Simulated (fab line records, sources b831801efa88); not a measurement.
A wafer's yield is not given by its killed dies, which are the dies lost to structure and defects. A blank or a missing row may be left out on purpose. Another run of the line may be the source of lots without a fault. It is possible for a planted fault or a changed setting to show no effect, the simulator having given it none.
Which of the tools did it? :: flow gf180mcu :: 39 wafers from 13 lots sampled at 5 of the route's 602 steps

## WHAT EACH GAUGE READ, for each wafer
GF_VT_IMPLANT_TW_MEAS_32.
lot: L159
measured: day 7 00:33
on: film-metro-03
VT_IMPLANT_3_TW: 282 281 282

lot: L160
measured: day 7 03:59
on: film-metro-01
VT_IMPLANT_3_TW: 275 274 274

lot: L162
measured: day 7 16:41
on: film-metro-04
VT_IMPLANT_3_TW: 270 270 269

lot: L163
measured: day 8 01:23
on: film-metro-01
VT_IMPLANT_3_TW: 273 274 273

lot: L164
measured: day 8 05:28
on: film-metro-03
VT_IMPLANT_3_TW: 279 279 278

lot: L165
measured: day 8 12:15
on: film-metro-01
VT_IMPLANT_3_TW: 272 272 274

lot: L167
measured: day 9 03:02
on: film-metro-01
VT_IMPLANT_3_TW: 273 275 274

lot: L168
measured: day 9 08:54
on: film-metro-04
VT_IMPLANT_3_TW: 268 269 269

lot: L175
measured: day 11 05:49
on: film-metro-04
VT_IMPLANT_3_TW: 266 266 265

lot: L177
measured: day 11 18:00
on: film-metro-03
VT_IMPLANT_3_TW: 280 279 281

lot: L178
measured: day 12 01:09
on: film-metro-03
VT_IMPLANT_3_TW: 279 280 279

lot: L181
measured: day 13 00:07
on: film-metro-03
VT_IMPLANT_3_TW: 280 277 278

lot: L182
measured: day 13 03:30
on: film-metro-03
VT_IMPLANT_3_TW: 278 280 278

GF_VT_IMPLANT_RS_MEAS_49: measures by four-point-probe.
lot: L159
measured: day 7 16:22
on: film-metro-01
MVPSD_RS (ohm/sq): 1166.1 1169.5 1161.0

lot: L160
measured: day 7 20:40
on: film-metro-01
MVPSD_RS (ohm/sq): 1166.1 1167.6 1167.6

lot: L162
measured: day 8 08:49
on: film-metro-02
MVPSD_RS (ohm/sq): 1168.6 1164.6 1166.8

lot: L163
measured: day 8 18:19
on: film-metro-01
MVPSD_RS (ohm/sq): 1171.5 1169.6 1170.8

lot: L164
measured: day 8 22:48
on: film-metro-01
MVPSD_RS (ohm/sq): 1175.5 1167.9 1172.0

lot: L165
measured: day 9 05:41
on: film-metro-04
MVPSD_RS (ohm/sq): 1172.8 1170.3 1172.5

lot: L167
measured: day 9 21:28
on: film-metro-01
MVPSD_RS (ohm/sq): 1172.8 1169.8 1170.5

lot: L168
measured: day 10 03:04
on: film-metro-01
MVPSD_RS (ohm/sq): 1178.6 1174.8 1177.9 1178.2 1177.7 1178.0

lot: L175
measured: day 12 01:25
on: film-metro-04
MVPSD_RS (ohm/sq): 1163.3 1167.3 1164.2

lot: L177
measured: day 12 14:02
on: film-metro-02
MVPSD_RS (ohm/sq): 1168.5 1165.7 1167.2

lot: L178
measured: day 12 21:16
on: film-metro-01
MVPSD_RS (ohm/sq): 1166.5 1167.2 1164.9

lot: L181
measured: day 13 21:12
on: film-metro-02
MVPSD_RS (ohm/sq): 1167.1 1166.4 1166.5

lot: L182
measured: day 14 00:04
on: film-metro-04
MVPSD_RS (ohm/sq): 1168.6 1168.8 1163.9

GF_SAB_CD_MEAS_09 targets a cd of 420 nm.
lot: L159
measured: day 15 05:36
on: cd-sem-02
cd-nm (nm): 421.1 421.0 420.7

lot: L160
measured: day 15 12:45
on: cd-sem-02
cd-nm (nm): 420.6 419.6 420.4

lot: L162
measured: day 16 04:00
on: cd-sem-02
cd-nm (nm): 418.6 417.7 417.4

lot: L163
measured: day 16 14:18
on: cd-sem-02
cd-nm (nm): 421.4 422.0 421.9

lot: L164
measured: day 16 22:38
on: cd-sem-01
cd-nm (nm): 420.2 418.0 419.0

lot: L165
measured: day 17 08:43
on: cd-sem-01
cd-nm (nm): 420.2 420.0 420.0

lot: L167
measured: day 18 04:21
on: cd-sem-02
cd-nm (nm): 420.9 420.0 419.3

lot: L168
measured: day 18 10:51
on: cd-sem-02
cd-nm (nm): 417.7 416.8 416.6

lot: L175
measured: day 20 23:03
on: cd-sem-02
cd-nm (nm): 420.9 417.1 420.9

lot: L177
measured: day 21 14:55
on: cd-sem-01
cd-nm (nm): 420.5 420.9 423.6

lot: L178
measured: day 21 21:27
on: cd-sem-02
cd-nm (nm): 423.9 422.4 425.4

lot: L181
measured: day 23 00:02
on: cd-sem-01
cd-nm (nm): 420.3 418.6 417.3

lot: L182
measured: day 23 07:06
on: cd-sem-01
cd-nm (nm): 422.2 422.1 424.1

GF_CONTACT_THK_MEAS_03.
lot: L159
measured: day 15 06:49
on: film-metro-02
CONTACT_CVD_02_THK (nm): 848 863 876

lot: L160
measured: day 15 13:58
on: film-metro-04
CONTACT_CVD_02_THK (nm): 850 871 859

lot: L162
measured: day 16 05:13
on: film-metro-01
CONTACT_CVD_02_THK (nm): 836 841 850

lot: L163
measured: day 16 15:29
on: film-metro-02
CONTACT_CVD_02_THK (nm): 820 832 851

lot: L164
measured: day 16 23:57
on: film-metro-04
CONTACT_CVD_02_THK (nm): 861 859 873

lot: L165
measured: day 17 10:05
on: film-metro-02
CONTACT_CVD_02_THK (nm): 868 855 861

lot: L167
measured: day 18 05:33
on: film-metro-02
CONTACT_CVD_02_THK (nm): 838 850 864

lot: L168
measured: day 18 12:03
on: film-metro-01
CONTACT_CVD_02_THK (nm): 847 841 846

lot: L175
measured: day 21 00:15
on: film-metro-01
CONTACT_CVD_02_THK (nm): 842 831 852

lot: L177
measured: day 21 16:06
on: film-metro-01
CONTACT_CVD_02_THK (nm): 859 870 876

lot: L178
measured: day 21 22:38
on: film-metro-04
CONTACT_CVD_02_THK (nm): 848 853 855

lot: L181
measured: day 23 01:13
on: film-metro-01
CONTACT_CVD_02_THK (nm): 849 884 868

lot: L182
measured: day 23 08:46
on: film-metro-04
CONTACT_CVD_02_THK (nm): 844 854 860

## WHAT TOOL EACH LOT RAN ON (gives the tool, then ch and the chambers of the sampled wafers, and finally the start)
lot: L159
GF_MVPSD_IMPLANT_09: implanter-03 ch 0, day 5 03:02

lot: L160
GF_MVPSD_IMPLANT_09: implanter-03 ch 0, day 5 06:41

lot: L162
GF_MVPSD_IMPLANT_09: implanter-02 ch 0, day 5 19:03

lot: L163
GF_MVPSD_IMPLANT_09: implanter-01 ch 0, day 6 03:09

lot: L164
GF_MVPSD_IMPLANT_09: implanter-01 ch 0, day 6 05:42

lot: L165
GF_MVPSD_IMPLANT_09: implanter-01 ch 0, day 6 12:19

lot: L167
GF_MVPSD_IMPLANT_09: implanter-03 ch 0, day 7 01:41

lot: L168
GF_MVPSD_IMPLANT_09: implanter-01 ch 0, day 7 06:56

lot: L175
GF_MVPSD_IMPLANT_09: implanter-02 ch 0, day 9 00:17

lot: L177
GF_MVPSD_IMPLANT_09: implanter-03 ch 0, day 9 11:13

lot: L178
GF_MVPSD_IMPLANT_09: implanter-03 ch 0, day 9 18:27

lot: L181
GF_MVPSD_IMPLANT_09: implanter-03 ch 0, day 10 14:47

lot: L182
GF_MVPSD_IMPLANT_09: implanter-01 ch 0, day 10 17:57
- GF_MVPSD_IMPLANT_09

## AS READ BY THE TOOLS THEMSELVES (means over the sampled wafers that have a number; for cases with no such wafer, the mark the record gives instead)
GF_MVPSD_IMPLANT_09.
lot: L159
tool: implanter-03
beam-on-s (s): 9.93

lot: L160
tool: implanter-03
beam-on-s (s): 10.09

lot: L162
tool: implanter-02
beam-on-s (s): 10.03

lot: L163
tool: implanter-01
beam-on-s (s): 9.97

lot: L164
tool: implanter-01
beam-on-s (s): 9.95

lot: L165
tool: implanter-01
beam-on-s (s): 10.03

lot: L167
tool: implanter-03
beam-on-s (s): 10.07

lot: L168
tool: implanter-01
beam-on-s (s): 9.97

lot: L175
tool: implanter-02
beam-on-s (s): 9.97

lot: L177
tool: implanter-03
beam-on-s (s): 9.94

lot: L178
tool: implanter-03
beam-on-s (s): 9.89

lot: L181
tool: implanter-03
beam-on-s (s): 10.08

lot: L182
tool: implanter-01
beam-on-s (s): 10.07

## THE ANSWER, worked out from the rows above alone
Rule: what is usual is taken from the lots themselves. The widest of any qualifying gaps counts: lots, ordered by their means at a reading, are off when they make up no more than a third of the lots, leave a main group of 4 or more, and stand apart from it by 3 or more times the standard deviation of that group's means. If all means in a main group match to the digits the tables above print for the reading, that group is not used. A lot without any number at a reading at which 4 lots or more have one is off too. All remaining lots with rows at the step are treated as sound. The gauges are gone through in route order, then the tools' own readings, and for those a lot's mean is taken as printed above. The first step at which some lot is off is used, and at that step the reading that is off furthest; a lot without a number counts as furthest.
None of the lots is off at any reading shown; this tells nothing.

## WHAT WAS PUT IN BY THE SIMULATOR
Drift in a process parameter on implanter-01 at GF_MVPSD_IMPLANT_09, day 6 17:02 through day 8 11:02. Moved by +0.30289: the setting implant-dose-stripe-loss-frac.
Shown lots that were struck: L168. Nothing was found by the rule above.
